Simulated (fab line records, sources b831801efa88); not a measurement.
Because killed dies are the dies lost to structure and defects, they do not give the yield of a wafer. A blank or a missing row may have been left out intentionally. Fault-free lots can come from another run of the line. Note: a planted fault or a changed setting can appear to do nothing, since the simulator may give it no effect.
Which tool is to blame?	flow sfq_line	39 wafers from 13 lots sampled at 4 of the route's 325 steps

== WHAT EACH GAUGE READ, for each wafer ==
The record holds no reading of a measuring or inspecting step that can be judged against a usual standard deviation.

== TOOL THAT RAN EACH LOT (tool first, then ch and the chambers of the sampled wafers, then the start) ==
lot	SFQ_TRILAYER_I3_VIA_STRIP_STRIP_089	SFQ_TRILAYER_JJ_CE_STRIP_STRIP_120	SFQ_TRILAYER_A5B_DEP_PECVD_129	SFQ_TRILAYER_R5_BARC_OPEN_METAL_ETCH_177
L892	rie_metal-03 ch 0,1, day 30 10:40	rie_metal-03 ch 0,1, day 43 10:59	pecvd-01 ch 0,1,2, day 49 03:04	rie_metal-02 ch 0,1, day 55 14:52
L893	rie_metal-01 ch 0, day 30 16:40	rie_metal-04 ch 1, day 43 14:31	pecvd-03 ch 0,1,2, day 49 04:16	rie_metal-04 ch 0,1, day 55 17:16
L896	rie_metal-02 ch 0,1, day 31 15:01	rie_metal-03 ch 0,1, day 43 19:31	pecvd-04 ch 0,1, day 49 11:19	rie_metal-04 ch 0,1, day 56 10:04
L897	rie_metal-03 ch 0,1, day 38 13:38	rie_metal-03 ch 0,1, day 45 20:50	pecvd-03 ch 0,2, day 49 12:28	rie_metal-01 ch 0,1, day 56 13:39
L898	rie_metal-03 ch 0,1, day 38 23:13	rie_metal-03 ch 0,1, day 51 15:02	pecvd-01 ch 0,1,2, day 51 19:07	rie_metal-02 ch 0,1, day 58 13:20
L900	rie_metal-01 ch 0,1, day 40 01:44	rie_metal-01 ch 0,1, day 52 22:35	pecvd-04 ch 1,2, day 53 02:42	rie_metal-01 ch 0,1, day 59 15:52
L904	rie_metal-03 ch 0,1, day 41 01:34	rie_metal-01 ch 0,1, day 59 20:40	pecvd-03 ch 0,1, day 60 02:07	rie_metal-02 ch 0,1, day 65 23:02
L909	rie_metal-01 ch 0,1, day 43 09:22	rie_metal-04 ch 0,1, day 62 19:55	pecvd-04 ch 1,2, day 68 11:05	rie_metal-04 ch 0,1, day 68 20:50
L910	rie_metal-03 ch 0, day 43 14:10	rie_metal-01 ch 0, day 62 22:49	pecvd-01 ch 0,1, day 68 12:17	rie_metal-01 ch 0,1, day 68 22:02
L911	rie_metal-02 ch 0,1, day 44 00:58	rie_metal-04 ch 0,1, day 63 13:01	pecvd-04 ch 0,1,2, day 69 05:51	rie_metal-04 ch 0,1, day 69 12:49
L912	rie_metal-02 ch 0,1, day 44 16:42	rie_metal-01 ch 1, day 63 17:38	pecvd-03 ch 0,2, day 69 15:45	rie_metal-01 ch 0,1, day 69 22:36
L914	rie_metal-03 ch 0,1, day 45 07:06	rie_metal-03 ch 0,1, day 64 05:38	pecvd-04 ch 0,1,2, day 70 01:10	rie_metal-02 ch 0,1, day 70 12:04
L915	rie_metal-02 ch 0,1, day 45 12:52	rie_metal-01 ch 1, day 64 08:02	pecvd-01 ch 0,1,2, day 70 04:46	rie_metal-04 ch 0,1, day 70 13:16
- SFQ_TRILAYER_I3_VIA_STRIP_STRIP_089: strips in O2.
- SFQ_TRILAYER_JJ_CE_STRIP_STRIP_120: strips in O2.
- SFQ_TRILAYER_A5B_DEP_PECVD_129: deposits SiO2 from SiH4/N2O, time 133.33 s, target thk 600 nm.
- SFQ_TRILAYER_R5_BARC_OPEN_METAL_ETCH_177: etches BARC in O2, target depth 125 nm, time 41.7 s.

== WHAT THE TOOLS THEMSELVES READ (means of the sampled wafers that have a number; where no wafer has one, the mark that the record gives instead) ==
SFQ_TRILAYER_I3_VIA_STRIP_STRIP_089. Usual: drypump_motor_current_A 5.50 A, standard deviation 0.26; he_backside_leak_sccm 3.47 sccm, standard deviation 0.18; oes_product_au 1.001 a.u., standard deviation 0.011.
lot	tool	drypump_motor_current_A (A)	he_backside_leak_sccm (sccm)	oes_product_au (a.u.)	flag
L892	rie_metal-03	5.41	3.36	1.015	
L893	rie_metal-01	5.42	3.44	0.999	
L896	rie_metal-02	5.42	3.80	0.988	
L897	rie_metal-03	5.37	3.44	1.008	
L898	rie_metal-03	5.57	3.51	1.007	
L900	rie_metal-01	5.47	3.42	0.994	
L904	rie_metal-03	5.39	3.55	1.010	
L909	rie_metal-01	5.47	3.43	0.988	
L910	rie_metal-03	5.17	3.45	1.007	
L911	rie_metal-02	5.62	3.43	1.003	
L912	rie_metal-02	5.42	3.40	1.002	
L914	rie_metal-03	5.59	3.26	1.012	
L915	rie_metal-02	5.42	3.49	0.994	

SFQ_TRILAYER_JJ_CE_STRIP_STRIP_120. Usual: drypump_motor_current_A 5.52 A, standard deviation 0.2; he_backside_leak_sccm 3.5 sccm, standard deviation 0.35; oes_product_au 1.000 a.u., standard deviation 0.0094.
lot	tool	drypump_motor_current_A (A)	he_backside_leak_sccm (sccm)	oes_product_au (a.u.)	flag
L892	rie_metal-03	5.37	3.4	1.016	
L893	rie_metal-04	5.55	3.6	0.996	
L896	rie_metal-03	5.38	3.3	1.016	
L897	rie_metal-03	5.60	3.3	1.009	
L898	rie_metal-03	5.39	3.5	1.005	
L900	rie_metal-01	5.50	3.6	1.000	
L904	rie_metal-01	5.52	3.5	0.995	
L909	rie_metal-04	5.55	3.6	0.991	
L910	rie_metal-01	5.42	3.4	0.995	
L911	rie_metal-04	5.58	3.5	0.997	
L912	rie_metal-01	5.57	3.8	0.998	
L914	rie_metal-03	5.59	3.3	1.000	
L915	rie_metal-01	5.58	3.4	1.002	

SFQ_TRILAYER_A5B_DEP_PECVD_129. Usual: heater_power_w 89 W, standard deviation 16; rf_fwd_power_W 182.3 W, standard deviation 0.57; throttle_valve_pct 24.1 %, standard deviation 1.1.
lot	tool	heater_power_w (W)	rf_fwd_power_W (W)	throttle_valve_pct (%)	flag
L892	pecvd-01	88	182.1	24.5	
L893	pecvd-03	79	182.7	23.8	
L896	pecvd-04	97	181.8	24.0	
L897	pecvd-03	100	182.3	24.9	
L898	pecvd-01	83	182.1	24.5	
L900	pecvd-04	104	182.3	23.5	
L904	pecvd-03	73	172.6	22.6	OFF
L909	pecvd-04	95	182.7	24.3	
L910	pecvd-01	91	182.2	24.8	
L911	pecvd-04	84	182.2	24.6	
L912	pecvd-03	95	182.7	23.3	
L914	pecvd-04	96	182.3	24.7	
L915	pecvd-01	88	181.9	24.6	

SFQ_TRILAYER_R5_BARC_OPEN_METAL_ETCH_177. Usual: drypump_motor_current_A 5.52 A, standard deviation 0.21; he_backside_leak_sccm 3.56 sccm, standard deviation 0.28; oes_product_au 0.685 a.u., standard deviation 0.0044.
lot	tool	drypump_motor_current_A (A)	he_backside_leak_sccm (sccm)	oes_product_au (a.u.)	flag
L892	rie_metal-02	5.61	3.47	0.684	
L893	rie_metal-04	5.56	3.48	0.688	
L896	rie_metal-04	5.57	3.50	0.679	
L897	rie_metal-01	5.46	3.52	0.689	
L898	rie_metal-02	5.42	3.61	0.683	
L900	rie_metal-01	5.46	3.42	0.690	
L904	rie_metal-02	5.62	3.52	0.682	
L909	rie_metal-04	5.55	3.55	0.686	
L910	rie_metal-01	5.52	3.52	0.685	
L911	rie_metal-04	5.58	3.42	0.682	
L912	rie_metal-01	5.48	3.44	0.686	
L914	rie_metal-02	5.41	3.58	0.680	
L915	rie_metal-04	5.57	3.47	0.685	

== THE ANSWER, worked out from the rows above alone ==
Rule: lot off if the mean of its wafers having a number is beyond 3 standard deviations from the usual mean. A lot without any number at a reading at which 4 lots or more have one is off too. Any other lot the step has rows for is counted as sound. First the gauges in route order, then the tools' own readings, where a lot's mean is used as printed above. The first step at which some lot is off is used, and at that step the reading that is off furthest; a lot without a number counts as furthest.
Off: L904 (SFQ_TRILAYER_A5B_DEP_PECVD_129, rf_fwd_power_W).
If a tool, at that step or one of the process steps before it, ran each lot that is off and ran no sound lot following the first of them, it fits. None of those tried fits.

== WHAT THE SIMULATOR HAD INSERTED ==
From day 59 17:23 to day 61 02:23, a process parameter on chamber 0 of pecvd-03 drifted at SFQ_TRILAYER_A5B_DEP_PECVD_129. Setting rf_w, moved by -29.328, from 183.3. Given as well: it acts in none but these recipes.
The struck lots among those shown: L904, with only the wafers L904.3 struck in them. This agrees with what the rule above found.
